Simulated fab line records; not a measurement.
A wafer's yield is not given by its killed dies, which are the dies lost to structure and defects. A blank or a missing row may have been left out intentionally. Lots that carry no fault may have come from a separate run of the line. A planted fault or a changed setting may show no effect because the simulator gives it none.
Chamber matching | flow sky130 | cmp-01 running SKY_VIA4_CMP_21: 4 sister chambers
The step polishes, stops on SiO2, t overpolish 25 s, target thk 0 nm. 14 wafers are shown with their chamber, then 7 later ones without.

## WAFERS WITH THEIR CHAMBER
wafer  | chamber | motor current A (A) | time to endpoint s (s) | overpolish run s (s)
L133.2 | 1       | 9.0                 | 126                    | 24.992
L133.3 | 0       | 11.3                | 126                    | 24.998
L133.5 | 1       | 9.4                 | 125                    | 25.000
L134.1 | 1       | 9.4                 | 125                    | 25.002
L134.3 | 0       | 10.6                | 127                    | 25.003
L134.4 | 3       | 11.4                | 125                    | 25.014
L138.1 | 2       | 10.1                | 120                    | 25.001
L138.2 | 1       | 9.5                 | 125                    | 25.009
L138.5 | 3       | 11.0                | 122                    | 24.998
L143.1 | 0       | 11.4                | 124                    | 24.977
L143.2 | 3       | 10.9                | 122                    | 24.995
L143.5 | 2       | 10.5                | 116                    | 25.005
L147.1 | 3       | 10.9                | 119                    | 25.005
L147.2 | 1       | 10.4                | 118                    | 24.990

SIGNATURES (averages over the wafers above)
reading            | chamber 0 | chamber 1 | chamber 2 | chamber 3 | scatter within a chamber
motor current A    | 11.100    | 9.540     | 10.300    | 11.050    | 0.413
time to endpoint s | 125.67    | 123.80    | 118.00    | 122.00    | 2.71
overpolish run s   | 24.99267  | 24.99860  | 25.00300  | 25.00300  | 0.00918
Rule: a wafer lies at a distance from a chamber equal to the root of the sum of squares, over the readings, of (its reading less the chamber's mean, divided by the reading's scatter). If the next closest chamber is less than 2 further off than the closest, the wafer can't be placed; otherwise it belongs to the closest. The scatter is the square root of a quotient: the sum, over the shown wafers, of each reading's squared deviation from its chamber's mean, divided by wafers minus chambers.

## WAFERS MISSING THEIR CHAMBER
wafer  | motor current A (A) | time to endpoint s (s) | overpolish run s (s)
L147.6 | 10.5                | 114                    | 25.001
L151.1 | 10.4                | 118                    | 25.010
L151.2 | 11.1                | 119                    | 24.984
L151.6 | 10.0                | 120                    | 24.994
L155.2 | 10.7                | 126                    | 24.983
L155.4 | 10.9                | 127                    | 25.009
L155.5 | 11.3                | 127                    | 24.998

## WHICH CHAMBER EACH ONE RAN IN
wafer  | from the rows above               | in truth
L147.6 | can't be placed: 2 or 3           | 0
L151.1 | can't be placed: 2 or 3           | 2
L151.2 | can't be placed: 3 or 0 or 2      | 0
L151.6 | can't be placed: 2 or 1 or 3 or 0 | 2
L155.2 | can't be placed: 0 or 3 or 1      | 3
L155.4 | can't be placed: 0 or 3 or 1 or 2 | 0
L155.5 | can't be placed: 0 or 3           | 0
Correct placement for 0 of the 7. Not placeable from these rows: 7 (in 6, the candidates include the true chamber). Placed wrongly: 0.
